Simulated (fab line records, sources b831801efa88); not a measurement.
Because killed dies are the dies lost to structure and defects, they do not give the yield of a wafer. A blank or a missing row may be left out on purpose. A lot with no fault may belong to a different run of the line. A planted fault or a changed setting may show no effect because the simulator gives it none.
fab line records	flow sfq-line
[record] lots = 6	wafers = 18	last-day = 83
route steps=325 shown INCOMING@1 L0@3 L0V@16
lots untouched by any fault: they come from a run of this same line in which no faults occurred
start-h: hours from the record's first day to the start of the lot's first wafer shown	wait-h: hours elapsed since this lot's preceding step	" same as the row above	L1.1+2: several wafers, shown together as one row	- either no value or no given start	* or withheld: withheld	< > ~ a bound
route shown NAME@n: a module of which the file shows steps, and the number in the route of the first	usual: average and standard deviation across the fault-free wafers	same: alike in all rows	chamber/n: place in a boat	sites: readings site by site	_std_site: their standard deviation	_edge_site: mean of outer sites minus mean of inner sites	radius-mm: how far each site lies from the wafer's centre	mask NAME#n: copy n	behind: the tool/chamber that last shaped the wafer	hold: cause of the lot's hold/its duration in hours/its outcome	device: the transistor (n, p or np) that didn't switch	end of line: the same wafers' tests at the end of the route	step lacking rows: just its recipe	killed: the dies lost at the first sort to structure and to defects; this is not the yield of the wafer	map: dies across one wafer; x = killed, . = not, _ = none there
set.NAME: the setting that was run; set.NAME@STEP: the one run at that earlier step	model.NAME: the simulator's own value behind a step, which no gauge read
a table for each step, a row for each wafer; lots at some steps of the route
services: from which hour (start-h, from the record's first day; less than 0 if before it) a tool's chamber was out of use, for how many hours, and why
[[steps]]
[step SFQ_INCOMING_BOW_MEAS_900]
[recipe] mode = bow
[usual] INCOMING_BOW = 0/6.6
lot.wafer	tool	chamber	start-h	wait-h	INCOMING_BOW[um]
L362.1	film-metro-02	-	10.00	-	0
L362.3	"	-	"	"	4
L362.6	"	-	"	"	-6
L367.3	film-metro-02	-	35.04	-	-6
L367.4	"	-	"	"	3
L367.6	"	-	"	"	-2
L369.1	film-metro-04	-	45.00	-	-12
L369.2	"	-	"	"	0
L369.3	"	-	"	"	-1
L370.3	film-metro-02	-	50.04	-	2
L370.5	"	-	"	"	-7
L370.6	"	-	"	"	3
L380.2	film-metro-04	-	100.02	-	1
L380.5	"	-	"	"	-1
L380.6	"	-	"	"	5
L384.2	film-metro-04	-	120.02	-	-10
L384.3	"	-	"	"	7
L384.4	"	-	"	"	-2
[step SFQ_TRILAYER_INCOMING_OXIDATION_002]
[recipe] temp-c = 1000	ambient = H2O	target-thk-a = 5000	p-h2o-torr = 720	ox-time-s = 4939
[step SFQ_TRILAYER_L0_DEP_SPUTTER_003]
[recipe] material = MoNx_KI	base-pressure-pa = 1.33e-06	target-thk-nm = 40	power-w = 800	time-s = 100	chamber-pressure-pa = 0.4126
[usual] throttle-valve-pct = 29.7/0.86
lot.wafer	tool	chamber	start-h	wait-h	throttle-valve-pct
L362.1	pvd-sputter-06	-	12.49	0.0	30.4
L362.3	"	-	"	"	28.6
L362.6	"	-	"	"	30.7
L367.3	pvd-sputter-05	-	37.49	0.0	30.2
L367.4	"	-	"	"	29.8
L367.6	"	-	"	"	29.7
L369.1	pvd-sputter-05	-	47.49	0.0	28.5
L369.2	"	-	"	"	30.2
L369.3	"	-	"	"	30.0
L370.3	pvd-sputter-06	-	52.49	0.0	30.9
L370.5	"	-	"	"	30.1
L370.6	"	-	"	"	28.6
L380.2	pvd-sputter-03	-	102.49	0.0	30.6
L380.5	"	-	"	"	30.6
L380.6	"	-	"	"	29.5
L384.2	pvd-sputter-06	-	122.49	0.0	28.3
L384.3	"	-	"	"	28.8
L384.4	"	-	"	"	30.5
[step SFQ_L0_RS_MEAS_901]
[recipe] thk-meas-gauge = four-point-probe	reads = MoNx_KI_of_TRILAYER_L0_DEP_SPUTTER_003
[usual] L0_MONX_KI_RS = 43.5/0.4
lot.wafer	tool	chamber	start-h	wait-h	L0_MONX_KI_RS[ohm/sq]
L362.1	film-metro-01	-	12.56	0.0	43.5
L362.3	"	-	"	"	43.5
L362.6	"	-	"	"	43.5
L367.3	film-metro-03	-	37.60	0.1	43.7
L367.4	"	-	"	"	43.2
L367.6	"	-	"	"	43.1
L369.1	film-metro-03	-	47.56	0.0	43.7
L369.2	"	-	"	"	44.3
L369.3	"	-	"	"	44.2
L370.3	film-metro-02	-	52.60	0.1	43.3
L370.5	"	-	"	"	42.9
L370.6	"	-	"	"	43.4
L380.2	film-metro-03	-	102.58	0.1	43.1
L380.5	"	-	"	"	43.7
L380.6	"	-	"	"	43.1
L384.2	film-metro-03	-	122.58	0.1	43.7
L384.3	"	-	"	"	43.1
L384.4	"	-	"	"	43.5
[step SFQ_L0_THK_MEAS_902]
[recipe] thk-meas-gauge = xrf	reads = MoNx_KI_of_TRILAYER_L0_DEP_SPUTTER_003
[usual] L0_MONX_KI_THK = 39.7/0.38
lot.wafer	tool	chamber	start-h	wait-h	L0_MONX_KI_THK[nm]
L362.1	film-metro-01	-	12.68	0.1	40.0
L362.3	"	-	"	"	39.8
L362.6	"	-	"	"	40.1
L367.3	film-metro-03	-	37.70	0.1	39.7
L367.4	"	-	"	"	40.1
L367.6	"	-	"	"	40.1
L369.1	film-metro-03	-	47.68	0.1	39.4
L369.2	"	-	"	"	39.1
L369.3	"	-	"	"	39.2
L370.3	film-metro-02	-	52.70	0.1	40.0
L370.5	"	-	"	"	40.2
L370.6	"	-	"	"	39.7
L380.2	film-metro-03	-	102.69	0.1	39.9
L380.5	"	-	"	"	39.8
L380.6	"	-	"	"	39.8
L384.2	film-metro-03	-	122.69	0.1	39.3
L384.3	"	-	"	"	39.9
L384.4	"	-	"	"	39.6
[step SFQ_TRILAYER_L0_LITHO_COAT_010]
[recipe] resist = BARC	spin-rpm = 3000	resist-thk-nm = 62
[step SFQ_TRILAYER_L0_LITHO_COAT_005]
[recipe] resist = KrF	spin-rpm = 3000	resist-thk-nm = 600
[step SFQ_TRILAYER_L0_LITHO_SOFTBAKE_009]
[recipe] temp-c = withheld	time-s = withheld	resist = KrF
[step SFQ_TRILAYER_L0_LITHO_EXPOSE_006]
[recipe] mask-id = L0	na = 0.6	source-shape = conventional	sigma-outer = 0.65	target-cd-nm = 2000	dose-mj = 14.4
[step SFQ_TRILAYER_L0_LITHO_PEB_008]
[recipe] peb-temp-c = 115	peb-time-s = 60	resist = KrF
[step SFQ_TRILAYER_L0_LITHO_DEVELOP_007]
[recipe] time-s = 60	resist = KrF
[step SFQ_TRILAYER_L0_BARC_OPEN_METAL_ETCH_010]
[recipe] mask-material = PR	chemistry = O2	target-depth-nm = 125	target = BARC	icp-w = 600	bias-w = 80	pressure-mtorr = 10	time-s = 41.7
[usual] bias-w = 80.03/0.24	chamber-pressure-mTorr = 9.999/0.0085	drypump-motor-current-A = 5.3/0.36	oes-product-au = 0.685/0.0046
lot.wafer	tool	chamber	start-h	wait-h	bias-w	chamber-pressure-mTorr	drypump-motor-current-A	oes-product-au	rf-hours-counter-h	model.KrF_of_TRILAYER_L0_LITHO_COAT_005.thk-nm
L362.1	rie-metal-01	0	37.22	0.1	79.79	10.003	5.2	0.682	49	521.7
L362.3	"	1	"	"	80.15	9.989	5.6	0.680	-	520.8
L362.6	"	0	"	"	80.17	9.996	5.2	0.680	-	522
L367.3	rie-metal-03	0	62.44	0.1	79.77	10.017	4.8	0.685	-	523.4
L367.4	"	1	"	"	80.01	9.999	5.7	0.686	-	523.5
L367.6	"	0	"	"	79.74	9.987	4.8	0.690	-	523.2
L369.1	rie-metal-03	1	76.39	0.1	-	-	-	-	-	573.9
L369.2	"	0	"	"	-	-	-	-	-	572.8
L369.3	"	0	"	"	-	-	-	-	-	571.6
L370.3	rie-metal-04	1	81.21	0.1	-	-	-	-	-	574.1
L370.5	"	1	"	"	-	-	-	-	-	571.3
L370.6	"	0	"	"	-	-	-	-	-	574.7
L380.2	rie-metal-01	0	128.09	0.1	79.89	9.994	5.3	0.682	65	524.6
L380.5	"	0	"	"	80.00	10.011	5.2	0.682	-	522.9
L380.6	"	1	"	"	79.76	9.994	5.6	0.693	-	524.9
L384.2	rie-metal-01	1	151.64	0.1	80.21	10.012	5.6	0.679	41	518.6
L384.3	"	1	"	"	79.97	10.003	5.6	0.684	-	519.3
L384.4	"	0	"	"	79.32	9.998	5.2	0.677	-	520.4
[step SFQ_TRILAYER_L0_ETCH_METAL_ETCH_008]
[recipe] target = MoNx_KI	stop-on = SiO2	mask-material = PR	chemistry = SF6/O2	target-depth-nm = 50	icp-w = 600	bias-w = 80	pressure-mtorr = 10	time-s = 25
[usual] bias-w = 80.02/0.25	chamber-pressure-mTorr = 10.000/0.0094	drypump-motor-current-A = 5.3/0.36	oes-product-au = 0.874/0.0061
lot.wafer	tool	chamber	start-h	wait-h	bias-w	chamber-pressure-mTorr	drypump-motor-current-A	oes-product-au	rf-hours-counter-h	model.KrF_of_TRILAYER_L0_LITHO_COAT_005.thk-nm
L362.1	rie-metal-01	0	37.28	0.0	79.94	9.999	5.2	0.877	49	479.6
L362.3	"	1	"	"	80.26	9.992	5.6	0.883	-	478.8
L362.6	"	0	"	"	79.83	9.977	5.2	0.866	-	480.7
L367.3	rie-metal-03	0	62.49	0.0	79.97	9.997	4.8	0.876	-	481.2
L367.4	"	1	"	"	80.22	10.015	5.8	0.877	-	481
L367.6	"	0	"	"	79.96	10.016	4.8	0.877	-	480.9
L369.1	rie-metal-03	1	76.45	0.0	79.87	10.009	5.8	0.373	5	532
L369.2	"	0	"	"	80.24	10.010	4.8	0.376	156	531.2
L369.3	"	0	"	"	80.16	9.991	4.8	0.385	-	529.6
L370.3	rie-metal-04	1	81.27	0.0	80.48	10.009	5.4	0.379	-	532.4
L370.5	"	1	"	"	80.05	10.004	5.4	0.372	-	529.5
L370.6	"	0	"	"	80.54	10.007	5.0	0.377	-	532.1
L380.2	rie-metal-01	0	128.15	0.0	80.31	9.993	5.2	0.877	65	483.4
L380.5	"	0	"	"	80.37	10.002	5.2	0.876	-	481.3
L380.6	"	1	"	"	80.55	10.003	5.6	0.883	-	483.2
L384.2	rie-metal-01	1	151.72	0.1	80.36	9.998	5.6	0.864	41	476.8
L384.3	"	1	"	"	80.09	10.000	5.6	0.876	-	477.4
L384.4	"	0	"	"	80.08	10.000	5.2	0.872	-	478.9
[step SFQ_TRILAYER_L0_STRIP_STRIP_009]
[recipe] gas = O2	power-w = 200	platen-temp-c = 40	overash-fraction = 0.65	chemistry = O2	pressure-mtorr = 50
[usual] drypump-motor-current-A = 5.3/0.35	oes-product-au = 1.006/0.0076
lot.wafer	tool	chamber	start-h	wait-h	drypump-motor-current-A	oes-product-au	rf-hours-counter-h
L362.1	rie-metal-01	0	37.32	0.0	5.2	1.014	49
L362.3	"	1	"	"	5.6	0.999	-
L362.6	"	0	"	"	5.2	1.012	-
L367.3	rie-metal-03	0	62.72	0.2	4.8	1.017	-
L367.4	"	1	"	"	5.7	1.010	-
L367.6	"	0	"	"	4.8	1.013	-
L369.1	rie-metal-03	1	76.50	0.0	5.7	1.006	5
L369.2	"	0	"	"	4.7	0.998	156
L369.3	"	0	"	"	4.8	0.998	-
L370.3	rie-metal-04	1	81.50	0.2	5.5	0.998	-
L370.5	"	1	"	"	5.5	1.002	-
L370.6	"	0	"	"	5.0	1.014	-
L380.2	rie-metal-01	0	128.20	0.0	5.2	1.008	66
L380.5	"	0	"	"	5.2	1.003	-
L380.6	"	1	"	"	5.6	0.998	-
L384.2	rie-metal-01	1	151.78	0.0	5.6	1.010	41
L384.3	"	1	"	"	5.6	1.001	-
L384.4	"	0	"	"	5.2	1.008	-
[step SFQ_TRILAYER_L0_STRIP_SOLV_CLEAN_010]
[recipe] chemistry = NMP	temp-c = 70	time-s = 600
[step SFQ_TRILAYER_L0_CAP_PECVD_011]
[recipe] material = SiO2	temp-c = 150	time-s = 13.333	pressure-torr = 2.4	rf-w = 183.3	precursor = SiH4/N2O	target-thk-nm = 60
[usual] heater-power-w = 82/15	throttle-valve-pct = 24.5/1.7
lot.wafer	tool	chamber	start-h	wait-h	heater-power-w	throttle-valve-pct
L362.1	pecvd-02	2	38.13	0.0	92	22.9
L362.3	"	1	"	"	78	27.3
L362.6	"	2	"	"	92	22.9
L367.3	pecvd-03	1	63.30	0.0	79	24.3
L367.4	"	1	"	"	79	24.3
L367.6	"	0	"	"	64	24.5
L369.1	pecvd-03	1	77.27	0.0	83	24.1
L369.2	"	0	"	"	70	24.4
L369.3	"	2	"	"	87	25.6
L370.3	pecvd-04	2	82.07	0.0	63	22.6
L370.5	"	2	"	"	62	22.6
L370.6	"	0	"	"	81	23.3
L380.2	pecvd-02	2	128.97	0.0	80	22.7
L380.5	"	1	"	"	76	27.0
L380.6	"	2	"	"	82	22.6
L384.2	pecvd-03	0	152.76	0.0	66	24.7
L384.3	"	2	"	"	78	25.8
L384.4	"	0	"	"	69	24.8
[step SFQ_TRILAYER_L0_VIA_LITHO_COAT_018]
[recipe] resist = BARC	spin-rpm = 3000	resist-thk-nm = 62
[step SFQ_TRILAYER_L0_VIA_LITHO_COAT_013]
[recipe] resist = KrF	spin-rpm = 3063	resist-thk-nm = 650
[step SFQ_TRILAYER_L0_VIA_LITHO_SOFTBAKE_017]
[recipe] temp-c = withheld	time-s = withheld	resist = KrF
[step SFQ_TRILAYER_L0_VIA_LITHO_EXPOSE_014]
[recipe] mask-id = L0V	na = 0.6	source-shape = conventional	sigma-outer = 0.65	target-cd-nm = 700	dose-mj = 21.3
[usual] exposure-dose-mJ-cm2 = 21.304/0.019	focus-offset-nm = 0.0/0.49	stage-vel-mm-s = 500.02/0.26
lot.wafer	tool	chamber	start-h	wait-h	mask	exposure-dose-mJ-cm2	focus-offset-nm	stage-vel-mm-s
L362.1	krf-scanner-02	0	100.38	-	L0V#0	21.318	0.2	500.16
L362.3	"	0	"	"	L0V#0	21.305	0.8	499.80
L362.6	"	0	"	"	L0V#0	21.318	-1.0	499.78
L367.3	krf-scanner-02	0	130.78	-	L0V#0	21.375	1.0	500.00
L367.4	"	0	"	"	L0V#0	21.309	0.3	500.30
L367.6	"	0	"	"	L0V#0	21.354	-0.1	500.25
L369.1	krf-scanner-02	-	149.41	-	L0V#0	-	-	-
L369.2	"	-	"	"	L0V#0	-	-	-
L369.3	"	-	"	"	L0V#0	-	-	-
L370.3	krf-scanner-02	-	154.61	-	L0V#0	-	-	-
L370.5	"	-	"	"	L0V#0	-	-	-
L370.6	"	-	"	"	L0V#0	-	-	-
L380.2	krf-scanner-02	0	212.01	-	L0V#0	21.298	0.2	499.68
L380.5	"	0	"	"	L0V#0	21.319	-0.4	500.03
L380.6	"	0	"	"	L0V#0	21.310	0.4	499.86
L384.2	krf-scanner-02	0	239.41	-	L0V#0	21.319	0.5	499.89
L384.3	"	0	"	"	L0V#0	21.290	-0.3	500.02
L384.4	"	0	"	"	L0V#0	21.302	0.5	500.05
[step SFQ_TRILAYER_L0_VIA_LITHO_PEB_016]
[recipe] peb-temp-c = 115	peb-time-s = 60	resist = KrF
[step SFQ_TRILAYER_L0_VIA_LITHO_DEVELOP_015]
[recipe] time-s = 60	resist = KrF
[step SFQ_L0V_OVL_MEAS_903]
[usual] L0V_OVL = -1/4.9
lot.wafer	tool	chamber	start-h	wait-h	L0V_OVL[nm]
L362.1	overlay-01	-	101.88	0.1	3
L362.3	"	-	"	"	6
L362.6	"	-	"	"	2
L367.3	overlay-02	-	131.89	0.1	-7
L367.4	"	-	"	"	0
L367.6	"	-	"	"	-3
L369.1	overlay-02	-	150.91	0.1	-
L369.2	"	-	"	"	-
L369.3	"	-	"	"	-
L370.3	overlay-02	-	155.72	0.1	-
L370.5	"	-	"	"	-
L370.6	"	-	"	"	-
L380.2	overlay-01	-	213.31	0.1	8
L380.5	"	-	"	"	4
L380.6	"	-	"	"	4
L384.2	overlay-01	-	240.71	0.1	3
L384.3	"	-	"	"	8
L384.4	"	-	"	"	1
[step SFQ_TRILAYER_L0_VIA_BARC_OPEN_VIA_ETCH_021]
[recipe] mask-material = PR	chemistry = O2	target-depth-nm = 125	target = BARC	source-w = 500	bias-w = 80	pressure-mtorr = 30	time-s = 41.7
[usual] bias-w = 79.98/0.23	chamber-pressure-mTorr = 30.00/0.035	drypump-motor-current-A = 5.9/0.32	oes-product-au = 0.685/0.0043
lot.wafer	tool	chamber	start-h	wait-h	bias-w	chamber-pressure-mTorr	drypump-motor-current-A	oes-product-au	rf-hours-counter-h
L362.1	rie-diel-03	1	101.91	0.0	79.93	30.02	5.6	0.681	6
L362.3	"	2	"	"	80.00	29.97	6.2	0.683	135
L362.6	"	0	"	"	79.98	30.02	5.9	0.685	-
L367.3	rie-diel-03	1	131.91	0.0	80.09	30.00	5.6	0.685	7
L367.4	"	2	"	"	80.03	30.06	6.2	0.684	-
L367.6	"	1	"	"	79.71	30.05	5.6	0.682	-
L369.1	rie-diel-03	3	150.94	0.0	79.93	29.97	6.1	0.686	62
L369.2	"	0	"	"	79.52	29.98	5.9	0.691	50
L369.3	"	1	"	"	80.24	29.99	5.6	0.686	7
L370.3	rie-diel-02	1	155.74	0.0	80.11	30.03	6.0	0.687	154
L370.5	"	3	"	"	80.37	29.96	6.5	0.682	-
L370.6	"	2	"	"	79.96	29.98	5.3	0.690	-
L380.2	rie-diel-01	0	213.34	0.0	79.69	30.02	6.0	0.678	136
L380.5	"	1	"	"	80.01	29.99	5.6	0.691	-
L380.6	"	2	"	"	80.14	30.04	5.6	0.683	-
L384.2	rie-diel-01	0	240.74	0.0	79.71	30.03	6.0	0.683	137
L384.3	"	2	"	"	79.75	29.97	5.5	0.686	118
L384.4	"	3	"	"	80.16	30.00	5.7	0.689	26
[step SFQ_TRILAYER_L0_VIA_ETCH_VIA_ETCH_016]
[recipe] target = SiO2	stop-on = MoNx_KI	mask-material = PR	chemistry = CHF3	target-depth-nm = 80	source-w = 500	bias-w = 80	pressure-mtorr = 30	time-s = withheld
[usual] bias-w = 79.99/0.24	chamber-pressure-mTorr = 30.00/0.03	drypump-motor-current-A = 5.9/0.32	oes-product-au = 0.843/0.0077
lot.wafer	tool	chamber	start-h	wait-h	bias-w	chamber-pressure-mTorr	drypump-motor-current-A	oes-product-au
L362.1	rie-diel-03	1	101.95	0.0	79.39	29.99	5.6	0.840
L362.3	"	2	"	"	79.58	30.03	6.2	0.832
L362.6	"	0	"	"	79.63	29.98	6.0	0.839
L367.3	rie-diel-03	1	131.95	0.0	80.08	29.96	5.6	0.847
L367.4	"	2	"	"	80.13	29.98	6.2	0.851
L367.6	"	1	"	"	79.49	30.03	5.6	0.857
L369.1	rie-diel-03	3	150.98	0.0	79.94	30.00	6.1	0.372
L369.2	"	0	"	"	79.78	30.01	5.9	0.367
L369.3	"	1	"	"	80.49	29.99	5.6	0.366
L370.3	rie-diel-02	1	155.78	0.0	80.29	29.98	6.0	0.371
L370.5	"	3	"	"	79.99	29.99	6.5	0.375
L370.6	"	2	"	"	79.83	30.06	5.3	0.374
L380.2	rie-diel-01	0	213.38	0.0	80.16	29.98	6.0	0.826
L380.5	"	1	"	"	80.30	30.00	5.6	0.850
L380.6	"	2	"	"	79.72	29.97	5.5	0.841
L384.2	rie-diel-01	0	240.78	0.0	79.60	29.93	6.0	0.835
L384.3	"	2	"	"	79.78	30.03	5.6	0.843
L384.4	"	3	"	"	80.38	30.02	5.7	0.843
[step SFQ_TRILAYER_L0_VIA_STRIP_STRIP_017]
[recipe] gas = O2	power-w = 200	platen-temp-c = 40	overash-fraction = 0.65	chemistry = O2	pressure-mtorr = 50
[usual] drypump-motor-current-A = 5.3/0.32	oes-product-au = 1.002/0.0093
lot.wafer	tool	chamber	start-h	wait-h	drypump-motor-current-A	oes-product-au	rf-hours-counter-h
L362.1	rie-metal-04	1	102.00	-	5.4	1.007	131
L362.3	"	0	"	"	5.0	1.027	-
L362.6	"	0	"	"	5.0	1.014	-
L367.3	rie-metal-02	0	132.20	-	5.3	0.998	-
L367.4	"	1	"	"	5.3	0.990	-
L367.6	"	1	"	"	5.3	0.996	-
L369.1	rie-metal-02	0	151.03	-	5.3	0.993	45
L369.2	"	1	"	"	5.3	0.986	95
L369.3	"	1	"	"	5.3	0.995	-
L370.3	rie-metal-03	1	156.03	-	5.7	1.004	-
L370.5	"	0	"	"	4.8	1.012	-
L370.6	"	1	"	"	5.7	1.007	-
L380.2	rie-metal-04	0	213.43	-	5.0	0.996	113
L380.5	"	0	"	"	5.0	1.003	-
L380.6	"	1	"	"	5.4	0.986	-
L384.2	rie-metal-04	0	240.83	-	5.1	1.014	118
L384.3	"	0	"	"	5.0	1.006	-
L384.4	"	1	"	"	5.5	1.001	-
[[services]]
tool	chamber	start-h	hours	kind
rie-diel-02	0	-7.78	10.3	repair
rie-diel-01	2	4.77	3.5	repair
pvd-sputter-05	-	14.36	6.4	repair
krf-scanner-02	-	28.04	4.4	pm
rie-diel-02	2	36.49	14.3	repair
krf-scanner-02	-	48.01	1.0	pm
krf-scanner-02	-	54.97	0.6	repair
rie-diel-03	2	59.62	5.0	repair
krf-scanner-02	-	60.36	4.0	pm
krf-scanner-02	-	67.20	0.8	repair
rie-diel-02	3	74.73	4.1	repair
pvd-sputter-06	-	93.25	4.6	repair
pecvd-03	-	110.13	3.1	repair
rie-diel-03	0	131.44	16.1	repair
krf-scanner-02	-	132.78	1.3	pm
krf-scanner-02	-	136.27	3.3	repair
krf-scanner-02	-	141.92	0.7	repair
krf-scanner-02	-	147.46	0.8	pm
rie-diel-01	-	149.05	0.6	repair
rie-metal-01	-	183.82	4.3	pm
rie-metal-03	1	185.83	1.6	repair
rie-diel-03	-	191.62	2.8	pm
krf-scanner-02	-	216.61	1.0	pm
rie-diel-03	-	235.72	0.7	repair
[[key]]
[first-sign] step = SFQ_TRILAYER_L0_BARC_OPEN_METAL_ETCH_010	reading = tool-record	direction = missing
[effect] step = SFQ_TRILAYER_L0_ETCH_METAL_ETCH_008	reading = oes-product-au	direction = down	sigmas = 82	usual = 0.874	struck = 0.377
[effect] step = SFQ_TRILAYER_L0_VIA_LITHO_EXPOSE_014	reading = tool-record	direction = missing
[effect] step = SFQ_L0V_OVL_MEAS_903	reading = L0V_OVL	direction = missing
[effect] step = SFQ_TRILAYER_L0_VIA_ETCH_VIA_ETCH_016	reading = oes-product-au	direction = down	sigmas = 61	usual = 0.843	struck = 0.371
[model-effect] step = SFQ_TRILAYER_L0_BARC_OPEN_METAL_ETCH_010	value = KrF_of_TRILAYER_L0_LITHO_COAT_005.thk-nm	without = 520.8	struck = 573.1
[model-effect] step = SFQ_TRILAYER_L0_ETCH_METAL_ETCH_008	value = KrF_of_TRILAYER_L0_LITHO_COAT_005.thk-nm	without = 478.9	struck = 531.1
met-at SFQ_TRILAYER_L0_BARC_OPEN_METAL_ETCH_010
struck-wafers L369.1,L369.2,L369.3,L370.3,L370.5,L370.6
onset-between 62.44 76.39
[fault] kind = skipped-step-whole	tool = rie-metal-03,rie-metal-04	chamber = -	onset-h = 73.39	steps = SFQ_TRILAYER_L0_BARC_OPEN_METAL_ETCH_010	scope = struck-lots-only
